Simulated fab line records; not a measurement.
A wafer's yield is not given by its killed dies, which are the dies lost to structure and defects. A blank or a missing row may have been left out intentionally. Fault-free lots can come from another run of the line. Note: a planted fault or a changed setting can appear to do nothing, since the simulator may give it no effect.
fab line records	flow sky130
record lots=13	wafers=37	lastDay=50
route steps=708 shown POLY_GATE@228 SD_N@358 LOCAL_INTERCONNECT@400 CONTACT@406
lots with no fault: from the same line, run without faults
startH: start of the lot's first displayed wafer, in hours after the record's first day	waitH: how many hours have passed since the lot's step before this one	" as in the row above	L1.1+2: one row covering several wafers at once	- value missing, or start not given	* or withheld: withheld	< > ~ a bound
route shown NAME@n: NAME is a module with steps in the file, n the number in the route of the first one	usual: mean/standard deviation taken from wafers without a fault	same: alike in all rows	chamber/n: place in a boat	sites: readings site by site	_std_site: standard deviation of those values	_edge_site: outer sites' mean less inner sites'	radiusMm: for every site, how far away it sits from the centre of the wafer	mask NAME#n: copy n	behind: the most recent tool/chamber to have shaped the wafer	hold: the reason the lot was held/the length of the hold in hours/how it ended	device: the transistor (n, p or np) that didn't switch	end of line: tests of these same wafers at the route's end	a step given without rows: its recipe and nothing more	killed: not the wafer's yield, but the dies lost to structure and defects at the first sort	map: dies across one wafer; x = killed, . = not, _ = none there
set.NAME: the run value of the setting; set.NAME@STEP: its run value at that earlier step	model.NAME: the simulator's own value behind a step, which no gauge read
one table for each step of the route and one row for each wafer, over a sample of lots
services: a tool's chamber out of use, with start hour (startH, from the record's first day; less than 0 if before it), hours out, and reason
## steps
# step SKY_POLY_GATE_OVL_MEAS_14
# usual POLY_GATE_OVL=0/6.7
lot.wafer	tool	chamber	startH	waitH	POLY_GATE_OVL[nm]
L665.1	overlay-01	-	364.52	0.1	14
L665.4	"	-	"	"	5
L665.6	"	-	"	"	10
L667.1	overlay-02	-	384.65	0.1	-2
L667.5	"	-	"	"	-8
L667.6	"	-	"	"	-8
L669.1	overlay-02	-	400.00	0.1	-10
L669.4	"	-	"	"	-5
L669.6	"	-	"	"	-3
L672.2	overlay-02	-	422.11	0.1	3
L672.6	"	-	"	"	8
L673.5	overlay-01	-	437.96	0.0	0
L673.6	"	-	"	"	-3
L679.1	overlay-01	-	486.42	0.1	6
L679.5	"	-	"	"	8
L679.6	"	-	"	"	0
L680.1	overlay-02	-	496.95	0.1	-5
L680.3	"	-	"	"	-1
L680.4	"	-	"	"	8
L681.1	overlay-02	-	503.59	0.1	5
L681.5	"	-	"	"	3
L681.6	"	-	"	"	5
L682.1	overlay-01	-	509.64	0.1	-4
L682.4	"	-	"	"	-6
L682.5	"	-	"	"	-5
L683.1	overlay-01	-	536.35	0.1	7
L683.4	"	-	"	"	2
L683.5	"	-	"	"	7
L685.1	overlay-01	-	549.70	0.1	-15
L685.3	"	-	"	"	-7
L685.5	"	-	"	"	-1
L686.1	overlay-02	-	550.35	0.1	0
L686.3	"	-	"	"	6
L686.6	"	-	"	"	6
L687.2	overlay-02	-	553.76	0.1	6
L687.3	"	-	"	"	10
L687.5	"	-	"	"	14
# step SKY_SD_N_RS_MEAS_16
# recipe thkMeasGauge=four-point-probe
# usual SD_N_RS=68.62/0.12
lot.wafer	tool	chamber	startH	waitH	SD_N_RS[ohm/sq]
L665.1	filmMetro-03	-	638.62	0.1	68.52
L665.4	"	-	"	"	68.69
L665.6	"	-	"	"	68.79
L667.1	filmMetro-04	-	661.47	0.1	68.34
L667.5	"	-	"	"	68.43
L667.6	"	-	"	"	68.47
L669.1	filmMetro-04	-	677.70	0.1	68.47
L669.4	"	-	"	"	68.52
L669.6	"	-	"	"	68.67
L672.2	filmMetro-03	-	697.83	0.1	68.65
L672.6	"	-	"	"	68.68
L673.5	filmMetro-02	-	709.84	0.1	68.62
L673.6	"	-	"	"	68.63
L679.1	filmMetro-02	-	750.31	0.1	68.88
L679.5	"	-	"	"	68.70
L679.6	"	-	"	"	68.77
L680.1	filmMetro-03	-	760.51	0.1	68.62
L680.3	"	-	"	"	68.86
L680.4	"	-	"	"	68.62
L681.1	filmMetro-03	-	764.63	0.1	68.47
L681.5	"	-	"	"	68.54
L681.6	"	-	"	"	68.63
L682.1	filmMetro-02	-	774.23	0.1	68.53
L682.4	"	-	"	"	68.72
L682.5	"	-	"	"	68.72
L683.1	filmMetro-02	-	796.11	0.1	68.41
L683.4	"	-	"	"	68.53
L683.5	"	-	"	"	68.45
L685.1	filmMetro-04	-	805.34	0.1	68.55
L685.3	"	-	"	"	68.49
L685.5	"	-	"	"	68.73
L686.1	filmMetro-02	-	807.31	0.1	68.57
L686.3	"	-	"	"	68.69
L686.6	"	-	"	"	68.56
L687.2	filmMetro-02	-	810.03	0.1	68.60
L687.3	"	-	"	"	68.72
L687.5	"	-	"	"	68.61
# step SKY_LOCAL_INTERCONNECT_ETCH_13
# recipe chemistry=N2/H2	target=BARC	ionEnergyEv=200	biasW=100	pressureMtorr=30	n2FlowSccm=100	h2FlowSccm=200	icpW=500	stopOn=SiO2	timeS=45.9	targetDepthA=600
# usual drypumpMotorCurrentA=5.7/0.52	oesProductAu=0.853/0.0045	throttleValvePct=13.225/0.0084
lot.wafer	tool	chamber	startH	waitH	drypumpMotorCurrentA	oesProductAu	rfHoursCounterH	throttleValvePct
L665.1	rieMetal-04	0	697.29	0.0	5.5	0.855	5	13.217
L665.4	"	1	"	"	5.0	0.859	-	13.227
L665.6	"	1	"	"	5.0	0.849	-	13.236
L667.1	rieMetal-04	1	718.50	0.0	5.0	0.847	11	13.222
L667.5	"	0	"	"	5.5	0.857	-	13.226
L667.6	"	1	"	"	5.0	0.857	-	13.221
L669.1	rieMetal-03	1	734.84	0.0	5.4	0.849	7	13.233
L669.4	"	0	"	"	6.4	0.847	-	13.209
L669.6	"	1	"	"	5.4	0.853	-	13.224
L672.2	rieMetal-04	1	752.85	0.0	5.0	0.845	12	13.216
L672.6	"	0	"	"	5.5	0.855	-	13.228
L673.5	rieMetal-04	1	765.03	0.0	5.0	0.850	-	13.230
L673.6	"	0	"	"	5.5	0.854	-	13.232
L679.1	rieMetal-03	1	804.54	0.0	5.4	0.849	10	13.213
L679.5	"	1	"	"	5.4	0.852	-	13.229
L679.6	"	0	"	"	6.4	0.855	-	13.216
L680.1	rieMetal-01	0	816.09	0.0	5.8	0.852	6	13.232
L680.3	"	0	"	"	5.8	0.849	-	13.219
L680.4	"	1	"	"	6.5	0.853	-	13.224
L681.1	rieMetal-03	1	819.19	0.0	5.4	0.844	11	13.239
L681.5	"	1	"	"	5.4	0.860	-	13.224
L681.6	"	0	"	"	6.4	0.854	-	13.230
L682.1	rieMetal-04	0	828.82	0.0	5.5	0.852	9	13.234
L682.4	"	0	"	"	5.5	0.854	-	13.235
L682.5	"	1	"	"	5.0	0.853	-	13.214
L683.1	rieMetal-04	1	851.40	0.0	5.0	0.850	16	13.222
L683.4	"	0	"	"	5.5	0.853	-	13.212
L683.5	"	0	"	"	5.5	0.851	-	13.217
L685.1	rieMetal-03	0	860.52	0.0	6.4	0.850	12	13.223
L685.3	"	1	"	"	5.4	0.861	-	13.235
L685.5	"	1	"	"	5.4	0.854	-	13.225
L686.1	rieMetal-03	0	862.56	0.0	6.4	0.862	13	13.222
L686.3	"	0	"	"	6.4	0.851	-	13.230
L686.6	"	1	"	"	5.4	0.851	-	13.220
L687.2	rieMetal-04	1	865.67	0.0	5.0	0.852	16	13.244
L687.3	"	0	"	"	5.5	0.852	-	13.230
L687.5	"	0	"	"	5.5	0.854	-	13.229
# step SKY_CONTACT_CVD_00
# recipe material=Si3N4	targetThkNm=75	tempC=400	timeS=withheld	rfW=450
# usual heaterPowerW=754/100
lot.wafer	tool	chamber	startH	waitH	heaterPowerW
L665.1	pecvd-04	1	698.04	0.0	620
L665.4	"	1	"	"	627
L665.6	"	0	"	"	771
L667.1	pecvd-04	0	719.21	0.0	793
L667.5	"	0	"	"	784
L667.6	"	1	"	"	573
L669.1	pecvd-04	1	735.58	0.0	607
L669.4	"	1	"	"	625
L669.6	"	2	"	"	886
L672.2	pecvd-04	2	753.57	0.0	824
L672.6	"	0	"	"	783
L673.5	pecvd-04	0	765.78	0.0	742
L673.6	"	1	"	"	624
L679.1	pecvd-02	1	805.25	0.0	767
L679.5	"	2	"	"	732
L679.6	"	1	"	"	781
L680.1	pecvd-02	2	816.84	0.0	735
L680.3	"	1	"	"	662
L680.4	"	1	"	"	681
L681.1	pecvd-04	2	819.94	0.0	857
L681.5	"	0	"	"	704
L681.6	"	2	"	"	860
L682.1	pecvd-04	2	829.53	0.0	817
L682.4	"	2	"	"	839
L682.5	"	0	"	"	774
L683.1	pecvd-03	2	852.22	0.0	714
L683.4	"	2	"	"	708
L683.5	"	0	"	"	774
L685.1	pecvd-04	2	861.51	0.0	919
L685.3	"	0	"	"	725
L685.5	"	2	"	"	903
L686.1	pecvd-02	2	863.62	0.0	763
L686.3	"	0	"	"	851
L686.6	"	1	"	"	751
L687.2	pecvd-02	2	866.72	0.0	727
L687.3	"	0	"	"	876
L687.5	"	0	"	"	878
# step SKY_CONTACT_THK_MEAS_01
# recipe reads=Si3N4_of_CONTACT_CVD_00
# usual CONTACT_CVD_00_THK=74.9/0.99
lot.wafer	tool	chamber	startH	waitH	CONTACT_CVD_00_THK[nm]
L665.1	filmMetro-02	-	698.07	-	73.7
L665.4	"	-	"	"	75.5
L665.6	"	-	"	"	75.7
L667.1	filmMetro-02	-	719.24	-	74.3
L667.5	"	-	"	"	74.6
L667.6	"	-	"	"	75.1
L669.1	filmMetro-02	-	735.61	-	73.8
L669.4	"	-	"	"	75.1
L669.6	"	-	"	"	71.1
L672.2	filmMetro-01	-	753.61	-	73.3
L672.6	"	-	"	"	71.4
L673.5	filmMetro-02	-	765.84	-	71.8
L673.6	"	-	"	"	72.6
L679.1	filmMetro-02	-	805.28	-	74.9
L679.5	"	-	"	"	76.3
L679.6	"	-	"	"	75.9
L680.1	filmMetro-03	-	816.87	-	76.3
L680.3	"	-	"	"	75.2
L680.4	"	-	"	"	77.1
L681.1	filmMetro-01	-	819.97	-	73.1
L681.5	"	-	"	"	75.8
L681.6	"	-	"	"	75.4
L682.1	filmMetro-01	-	829.57	-	74.0
L682.4	"	-	"	"	74.0
L682.5	"	-	"	"	74.5
L683.1	filmMetro-01	-	852.27	-	73.1
L683.4	"	-	"	"	73.8
L683.5	"	-	"	"	75.1
L685.1	filmMetro-01	-	861.54	-	73.8
L685.3	"	-	"	"	73.9
L685.5	"	-	"	"	75.0
L686.1	filmMetro-01	-	863.65	-	74.6
L686.3	"	-	"	"	73.8
L686.6	"	-	"	"	77.0
L687.2	filmMetro-01	-	866.76	-	75.6
L687.3	"	-	"	"	75.1
L687.5	"	-	"	"	76.2
## services
tool	chamber	startH	hours	kind
pecvd-03	-	684.64	3.1	repair
pecvd-04	0	710.10	5.5	scheduledDown
pecvd-03	0	710.48	12.5	repair
pecvd-02	2	721.86	2.1	scheduledDown
pecvd-02	1	726.22	-	clean
pecvd-02	1	726.22	29.5	scheduledDown
pecvd-02	1	726.22	29.5	ventCycle
pecvd-02	-	744.34	4.3	pm
pecvd-03	2	750.98	2.6	repair
pecvd-03	1	760.93	5.5	scheduledDown
pecvd-04	2	764.05	5.5	scheduledDown
rieMetal-04	-	772.48	0.7	repair
rieMetal-01	1	802.36	2.2	repair
pecvd-04	0	803.53	8.0	repair
pecvd-03	1	806.09	2.1	scheduledDown
pecvd-02	-	812.97	2.1	repair
pecvd-03	-	835.54	1.1	repair
pecvd-03	1	848.67	4.1	repair
rieMetal-04	1	854.78	7.0	repair
rieMetal-01	-	859.83	2.8	pm
pecvd-04	0	863.36	2.1	scheduledDown
## key
firstSign step=SKY_CONTACT_THK_MEAS_01	reading=CONTACT_CVD_00_THK	direction=down	sigmas=3.2	usual=74.9	struck=71.7
effect none on later readings
metAt SKY_CONTACT_CVD_00
struckLots L669,L672,L673
struckWafers L669.6,L672.6,L673.5,L673.6
testerLeftOut L669,L672,L673
notActingAt SKY_POLY_GATE_OVL_MEAS_14,SKY_SD_N_RS_MEAS_16,SKY_LOCAL_INTERCONNECT_ETCH_13
onsetBetween 719.21 735.58
fault kind=processParameterDrift	tool=pecvd-04	chamber=-	onsetH=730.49	steps=SKY_CONTACT_CVD_00	channel=timeS	offset=withheld	shape=step	endH=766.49	scope=struckWafersOnly	actsIn=*
# testerLeftOut: of these lots the tester's yield and bins aren't shown, on N5 and GAA mostly nor the transistor test; their killed dies are dies lost to structure and defects alone, not to doping, threshold or leakage, so they don't give the yield
